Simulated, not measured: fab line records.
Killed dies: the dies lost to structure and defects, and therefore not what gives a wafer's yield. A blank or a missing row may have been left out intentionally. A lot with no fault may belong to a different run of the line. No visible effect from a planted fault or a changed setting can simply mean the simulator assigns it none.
fab line records + flow sfq-line + part 2 of 2: steps 27 to 37 of 37
[record]
- lots = 5
- wafers = 15
- last-day = 80
route steps=325 shown I6@266 M7@281 I7@296
lots untouched by any fault: they come from a run of this same line in which no faults occurred
start-h: the number of hours between the record's first day and the start of the first shown wafer of the lot + wait-h: hours elapsed since this lot's preceding step + " identical to the entry in the row above + L1.1+2: one row covering several wafers at once + - either no value or no given start + * or withheld: withheld + < > ~ a bound
route shown NAME@n: a module of which the file shows steps, and the number in the route of the first + usual: mean/standard deviation taken from wafers without a fault + same: alike in all rows + chamber/n: place in a boat + sites: per-site readings + _std_site: how widely they spread, as a standard deviation + _edge_site: outer sites' mean less inner sites' + radius-mm: how far each site lies from the wafer's centre + mask NAME#n: copy n + behind: tool/chamber where the wafer was last shaped + hold: why the lot went on hold/how many hours it stayed there/how the hold came to an end + device: the n, p or np transistor that did not switch + end of line: the route-end tests of the same wafers + step lacking rows: just its recipe + killed: dies that structure and defects cost at the first sort, which is not the same as the wafer's yield + map: shows each die of a wafer: x if killed, . if not, _ if none is there
set.NAME: setting as actually run; set.NAME@STEP: the setting as run at that earlier step + model.NAME: the simulator's own value behind a step, which no gauge read
lots at some steps of the route; a table a step, a row a wafer
services: a tool's chamber out of use, with start hour (start-h, from the record's first day; less than 0 if before it), hours out, and reason
[[steps]]
[step SFQ_TRILAYER_M7_ETCH_METAL_ETCH_180]
[recipe]
- target = Nb
- stop-on = SiO2
- mask-material = PR
- chemistry = Cl2/Ar
- target-depth-nm = 240
- icp-w = 600
- bias-w = 80
- pressure-mtorr = 10
- time-s = 120
[usual]
- drypump-motor-current-A = 5.4/0.33
- he-backside-leak-sccm = 3.56/0.28
- oes-product-au = 0.892/0.0081
[same]
- time-s = 120
| lot.wafer | tool         | chamber | start-h | wait-h | drypump-motor-current-A | he-backside-leak-sccm | oes-product-au | rf-hours-counter-h |
|-----------|--------------|---------|---------|--------|-------------------------|-----------------------|----------------|--------------------|
| L074.2    | rie-metal-04 | 1       | 1602.63 | 0.1    | 5.2                     | 3.71                  | 0.900          | -                  |
| L074.3    | "            | 1       | "       | "      | 5.2                     | 3.65                  | 0.896          | -                  |
| L074.5    | "            | 1       | "       | "      | 5.2                     | 3.56                  | 0.901          | -                  |
| L075.2    | rie-metal-03 | 1       | 1607.24 | 0.0    | 5.7                     | 3.21                  | 0.893          | 54                 |
| L075.3    | "            | 0       | "       | "      | 5.0                     | 3.48                  | 0.902          | -                  |
| L075.4    | "            | 1       | "       | "      | 5.7                     | 3.17                  | 0.901          | -                  |
| L077.1    | rie-metal-04 | 1       | 1729.47 | 0.0    | 5.2                     | 3.71                  | 0.903          | 99                 |
| L077.2    | "            | 0       | "       | "      | 5.5                     | 3.82                  | 0.882          | 84                 |
| L077.4    | "            | 1       | "       | "      | 5.2                     | 3.61                  | 0.886          | -                  |
| L085.2    | rie-metal-03 | 0       | 1781.85 | 0.0    | 5.0                     | 3.55                  | 0.892          | 97                 |
| L085.4    | "            | 0       | "       | "      | 5.0                     | 3.49                  | 0.880          | -                  |
| L085.6    | "            | 1       | "       | "      | 5.7                     | 3.27                  | 0.887          | -                  |
| L088.1    | rie-metal-01 | 0       | 1812.99 | 0.0    | 5.4                     | 3.11                  | 0.893          | 34                 |
| L088.2    | "            | 1       | "       | "      | 6.1                     | 3.58                  | 0.889          | 84                 |
| L088.5    | "            | 1       | "       | "      | 6.1                     | 3.83                  | 0.883          | -                  |
[step SFQ_TRILAYER_M7_STRIP_STRIP_181]
[recipe]
- gas = O2
- power-w = 200
- platen-temp-c = 40
- overash-fraction = 0.65
- chemistry = O2
- pressure-mtorr = 50
[usual]
- drypump-motor-current-A = 5.4/0.33
- he-backside-leak-sccm = 3.58/0.26
- oes-product-au = 0.998/0.015
- platen-temp-c = 40.01/0.11
| lot.wafer | tool         | chamber | start-h | wait-h | drypump-motor-current-A | he-backside-leak-sccm | oes-product-au | platen-temp-c | rf-hours-counter-h |
|-----------|--------------|---------|---------|--------|-------------------------|-----------------------|----------------|---------------|--------------------|
| L074.2    | rie-metal-04 | 1       | 1603.03 | 0.4    | 5.2                     | 3.60                  | 1.005          | 39.89         | -                  |
| L074.3    | "            | 1       | "       | "      | 5.2                     | 3.63                  | 1.010          | 39.97         | -                  |
| L074.5    | "            | 1       | "       | "      | 5.2                     | 3.72                  | 1.013          | 40.04         | -                  |
| L075.2    | rie-metal-03 | 1       | 1607.36 | 0.1    | 5.7                     | 3.27                  | 0.979          | 39.85         | 54                 |
| L075.3    | "            | 0       | "       | "      | 5.0                     | 3.48                  | 1.043          | 39.91         | -                  |
| L075.4    | "            | 1       | "       | "      | 5.7                     | 3.25                  | 0.986          | 39.87         | -                  |
| L077.1    | rie-metal-04 | 1       | 1729.60 | 0.1    | 5.2                     | 3.82                  | 1.007          | 40.06         | 100                |
| L077.2    | "            | 0       | "       | "      | 5.5                     | 3.74                  | 1.004          | 40.03         | 84                 |
| L077.4    | "            | 1       | "       | "      | 5.2                     | 3.88                  | 0.999          | 40.04         | -                  |
| L085.2    | rie-metal-03 | 0       | 1781.98 | 0.1    | 5.0                     | 3.58                  | 1.007          | 39.99         | 98                 |
| L085.4    | "            | 0       | "       | "      | 5.0                     | 3.50                  | 1.006          | 40.22         | -                  |
| L085.6    | "            | 1       | "       | "      | 5.7                     | 3.09                  | 0.989          | 40.08         | -                  |
| L088.1    | rie-metal-01 | 0       | 1813.12 | 0.1    | 5.3                     | 3.22                  | 0.964          | 39.79         | 34                 |
| L088.2    | "            | 1       | "       | "      | 6.1                     | 3.82                  | 0.991          | 40.06         | 85                 |
| L088.5    | "            | 1       | "       | "      | 6.1                     | 3.74                  | 1.005          | 40.01         | -                  |
[step SFQ_TRILAYER_M7_STRIP_SOLV_CLEAN_182]
[recipe]
- chemistry = NMP
- temp-c = 70
- time-s = 600
[same]
- time-s = 600
| lot.wafer  | tool         | chamber | start-h | wait-h |
|------------|--------------|---------|---------|--------|
| L074.2+3+5 | wet-bench-01 | 5,3,2   | 1604.03 | 0.8    |
| L075.2+3+4 | wet-bench-01 | 6,5,7   | 1607.96 | 0.4    |
| L077.1+2+4 | wet-bench-03 | 0,7,1   | 1730.20 | 0.4    |
| L085.2+4+6 | wet-bench-01 | 4,7,1   | 1782.58 | 0.4    |
| L088.1+2+5 | wet-bench-02 | 5,3,4   | 1813.72 | 0.4    |
[step SFQ_TRILAYER_I7_DEP_PECVD_183]
[recipe]
- material = SiO2
- temp-c = 150
- time-s = 111.11
- pressure-torr = 2.4
- rf-w = 183.3
- precursor = SiH4/N2O
- target-thk-nm = 500
[usual]
- heater-power-w = 81/15
- throttle-valve-pct = 24.9/2.1
[same]
- time-s = 111.11
| lot.wafer | tool     | chamber | start-h | wait-h | heater-power-w | throttle-valve-pct |
|-----------|----------|---------|---------|--------|----------------|--------------------|
| L074.2    | pecvd-01 | 1       | 1604.21 | 0.0    | 117            | 29.2               |
| L074.3    | "        | 0       | "       | "      | 66             | 26.6               |
| L074.5    | "        | 1       | "       | "      | 118            | 29.1               |
| L075.2    | pecvd-02 | 2       | 1608.15 | 0.0    | 75             | 23.8               |
| L075.3    | "        | 1       | "       | "      | 92             | 22.4               |
| L075.4    | "        | 2       | "       | "      | 74             | 23.8               |
| L077.1    | pecvd-02 | 2       | 1730.37 | 0.0    | 68             | 24.2               |
| L077.2    | "        | 1       | "       | "      | 88             | 22.7               |
| L077.4    | "        | 2       | "       | "      | 71             | 24.1               |
| L085.2    | pecvd-03 | 1       | 1782.75 | 0.0    | 76             | 23.8               |
| L085.4    | "        | 2       | "       | "      | 69             | 22.1               |
| L085.6    | "        | 2       | "       | "      | 72             | 22.3               |
| L088.1    | pecvd-03 | 1       | 1813.89 | 0.0    | 81             | 23.7               |
| L088.2    | "        | 2       | "       | "      | 77             | 22.2               |
| L088.5    | "        | 2       | "       | "      | 61             | 22.3               |
[step SFQ_TRILAYER_I7_CMP_CMP_184]
[recipe]
- material = SiO2
- down-force-psi = 3
- platen-rpm = 60
- pad-velocity-m-s = 0.94248
[usual]
- motor-current-A = 9.4/0.86
- time-to-endpoint-s = 214/8.6
| lot.wafer | tool   | chamber | start-h | wait-h | motor-current-A | time-to-endpoint-s |
|-----------|--------|---------|---------|--------|-----------------|--------------------|
| L074.2    | cmp-02 | 0       | 1619.70 | 15.5   | 9.1             | 216                |
| L074.3    | "      | 1       | "       | "      | 9.8             | 207                |
| L074.5    | "      | 2       | "       | "      | 7.7             | 218                |
| L075.2    | cmp-01 | 0       | 1621.57 | 13.4   | 9.6             | 209                |
| L075.4    | "      | 1       | "       | "      | 8.4             | 219                |
| L075.3    | "      | 3       | 1623.07 | 14.9   | 10.7            | 225                |
| L077.4    | cmp-02 | 3       | 1730.95 | 0.5    | 9.8             | 208                |
| L077.1    | "      | 0       | "       | "      | 8.8             | 224                |
| L077.2    | "      | 1       | "       | "      | 10.0            | 214                |
| L085.4    | cmp-01 | 3       | 1787.03 | 4.2    | 10.9            | 219                |
| L085.2    | "      | 2       | 1788.53 | 5.7    | 10.1            | 197                |
| L085.6    | "      | 3       | "       | "      | 11.0            | 221                |
| L088.2    | cmp-02 | 0       | 1814.01 | 0.1    | 8.2             | 215                |
| L088.1    | "      | 3       | 1815.51 | 1.6    | 9.3             | 201                |
| L088.5    | "      | 0       | "       | "      | 8.8             | 232                |
[step SFQ_I7_BOW_MEAS_946]
[recipe]
- mode = bow
[usual]
- I7_BOW = 9/13
| lot.wafer | tool          | chamber | start-h | wait-h | I7_BOW[um] |
|-----------|---------------|---------|---------|--------|------------|
| L074.2    | film-metro-01 | -       | 1621.72 | 1.5    | -9         |
| L074.3    | "             | -       | "       | "      | -19        |
| L074.5    | "             | -       | "       | "      | -17        |
| L075.2    | film-metro-02 | -       | 1624.59 | 2.5    | 12         |
| L075.3    | "             | -       | "       | "      | 13         |
| L075.4    | "             | -       | "       | "      | 19         |
| L077.1    | film-metro-03 | -       | 1733.45 | 1.5    | 16         |
| L077.2    | "             | -       | "       | "      | 24         |
| L077.4    | "             | -       | "       | "      | 20         |
| L085.2    | film-metro-01 | -       | 1790.05 | 1.0    | -8         |
| L085.4    | "             | -       | "       | "      | -8         |
| L085.6    | "             | -       | "       | "      | -6         |
| L088.1    | film-metro-03 | -       | 1817.01 | 1.0    | 7          |
| L088.2    | "             | -       | "       | "      | -1         |
| L088.5    | "             | -       | "       | "      | 14         |
[step SFQ_TRILAYER_I7_METRO_MEASURE_185]
[usual]
- thk-nm = 199.6/1.3
| lot.wafer | tool          | chamber | start-h | wait-h | thk-nm |
|-----------|---------------|---------|---------|--------|--------|
| L074.2    | film-metro-01 | -       | 1622.02 | 0.3    | 198.6  |
| L074.3    | "             | -       | "       | "      | 199.8  |
| L074.5    | "             | -       | "       | "      | 198.8  |
| L075.2    | film-metro-02 | -       | 1624.89 | 0.3    | 200.0  |
| L075.3    | "             | -       | "       | "      | 199.3  |
| L075.4    | "             | -       | "       | "      | 199.3  |
| L077.1    | film-metro-03 | -       | 1733.57 | 0.1    | 200.5  |
| L077.2    | "             | -       | "       | "      | 199.6  |
| L077.4    | "             | -       | "       | "      | 197.8  |
| L085.2    | film-metro-01 | -       | 1790.35 | 0.3    | 198.4  |
| L085.4    | "             | -       | "       | "      | 199.8  |
| L085.6    | "             | -       | "       | "      | 199.6  |
| L088.1    | film-metro-03 | -       | 1817.13 | 0.1    | 198.2  |
| L088.2    | "             | -       | "       | "      | 200.7  |
| L088.5    | "             | -       | "       | "      | 199.9  |
[step SFQ_TRILAYER_I7_VIA_LITHO_COAT_192]
[recipe]
- resist = BARC
- spin-rpm = 3000
- resist-thk-nm = 62
| lot.wafer  | tool           | chamber | start-h | wait-h |
|------------|----------------|---------|---------|--------|
| L074.2+3+5 | litho-track-03 | 0       | 1623.07 | 0.8    |
| L075.2+3+4 | litho-track-01 | 0       | 1625.94 | 0.8    |
| L077.1+2+4 | litho-track-01 | 0       | 1734.77 | 1.0    |
| L085.2+4+6 | litho-track-02 | 0       | 1791.40 | 0.8    |
| L088.1+2+5 | litho-track-01 | 0       | 1818.33 | 1.0    |
[step SFQ_TRILAYER_I7_VIA_LITHO_COAT_187]
[recipe]
- resist = KrF
- spin-rpm = 3000
- resist-thk-nm = 650
| lot.wafer  | tool           | chamber | start-h | wait-h |
|------------|----------------|---------|---------|--------|
| L074.2+3+5 | litho-track-03 | 0       | 1623.37 | 0.2    |
| L075.2+3+4 | litho-track-01 | 0       | 1626.24 | 0.2    |
| L077.1+2+4 | litho-track-01 | 0       | 1735.07 | 0.2    |
| L085.2+4+6 | litho-track-02 | 0       | 1791.70 | 0.2    |
| L088.1+2+5 | litho-track-01 | 0       | 1818.63 | 0.2    |
[step SFQ_TRILAYER_I7_VIA_LITHO_SOFTBAKE_191]
[recipe]
- temp-c = withheld
- time-s = withheld
- resist = KrF
| lot.wafer  | tool           | chamber | start-h | wait-h |
|------------|----------------|---------|---------|--------|
| L074.2+3+5 | litho-track-03 | 0       | 1623.65 | 0.2    |
| L075.2+3+4 | litho-track-01 | 0       | 1626.51 | 0.2    |
| L077.1+2+4 | litho-track-01 | 0       | 1735.37 | 0.2    |
| L085.2+4+6 | litho-track-02 | 0       | 1791.98 | 0.2    |
| L088.1+2+5 | litho-track-01 | 0       | 1818.93 | 0.2    |
[step SFQ_TRILAYER_I7_VIA_LITHO_EXPOSE_188]
[recipe]
- mask-id = I7
- na = 0.6
- source-shape = conventional
- sigma-outer = 0.65
- target-cd-nm = 1000
- dose-mj = 21.3
[usual]
- exposure-dose-mJ-cm2 = 21.298/0.019
- reticle-temp-C = 22.98/0.11
| lot.wafer | tool           | chamber | start-h | wait-h | mask | exposure-dose-mJ-cm2 | reticle-temp-C |
|-----------|----------------|---------|---------|--------|------|----------------------|----------------|
| L074.2    | krf-scanner-02 | 0       | 1625.04 | -      | I7#0 | 21.308               | 23.00          |
| L074.3    | "              | 0       | "       | "      | I7#0 | 21.303               | 23.02          |
| L074.5    | "              | 0       | "       | "      | I7#0 | 21.313               | 22.99          |
| L075.2    | krf-scanner-02 | 0       | 1627.44 | -      | I7#0 | 21.273               | 22.94          |
| L075.3    | "              | 0       | "       | "      | I7#0 | 21.299               | 22.97          |
| L075.4    | "              | 0       | "       | "      | I7#0 | 21.294               | 22.84          |
| L077.1    | krf-scanner-01 | 0       | 1748.06 | -      | I7#0 | 21.278               | 22.98          |
| L077.2    | "              | 0       | "       | "      | I7#0 | 21.284               | 23.16          |
| L077.4    | "              | 0       | "       | "      | I7#0 | 21.332               | 23.17          |
| L085.2    | krf-scanner-02 | 0       | 1877.81 | -      | I7#0 | 21.317               | 23.17          |
| L085.4    | "              | 0       | "       | "      | I7#0 | 21.319               | 23.04          |
| L085.6    | "              | 0       | "       | "      | I7#0 | 21.282               | 23.10          |
| L088.1    | krf-scanner-02 | 0       | 1901.61 | -      | I7#0 | 21.279               | 22.96          |
| L088.2    | "              | 0       | "       | "      | I7#0 | 21.283               | 22.87          |
| L088.5    | "              | 0       | "       | "      | I7#0 | 21.292               | 22.86          |
[[services]]
| tool           | chamber | start-h | hours | kind   |
|----------------|---------|---------|-------|--------|
| cmp-02         | -       | 1451.62 | 5.9   | pm     |
| krf-scanner-02 | -       | 1454.15 | 3.8   | repair |
| krf-scanner-02 | -       | 1466.40 | 0.8   | pm     |
| krf-scanner-02 | -       | 1502.92 | 8.1   | repair |
| rie-metal-04   | 1       | 1552.43 | 3.7   | repair |
| krf-scanner-02 | -       | 1562.95 | 2.1   | repair |
| krf-scanner-02 | -       | 1591.43 | 1.0   | pm     |
| krf-scanner-02 | -       | 1598.43 | 1.3   | pm     |
| rie-metal-04   | 0       | 1600.27 | 8.1   | repair |
| cmp-02         | -       | 1639.70 | 6.2   | pm     |
| krf-scanner-02 | -       | 1658.40 | 0.7   | repair |
| cmp-02         | -       | 1668.41 | 3.4   | repair |
| cmp-02         | -       | 1677.50 | 0.4   | repair |
| krf-scanner-02 | -       | 1693.78 | 4.0   | pm     |
| rie-metal-04   | 0       | 1703.98 | 21.4  | repair |
| krf-scanner-02 | -       | 1722.31 | 4.4   | pm     |
| krf-scanner-02 | -       | 1733.87 | 7.2   | pm     |
| cmp-02         | -       | 1749.65 | 14.0  | pm     |
| krf-scanner-02 | -       | 1759.55 | 1.0   | pm     |
| rie-metal-04   | 1       | 1760.67 | 2.3   | repair |
| cmp-02         | -       | 1769.68 | 4.0   | pm     |
| krf-scanner-02 | -       | 1774.16 | 1.3   | pm     |
| rie-metal-04   | 1       | 1789.57 | 9.1   | repair |
| krf-scanner-02 | -       | 1804.35 | 0.8   | pm     |
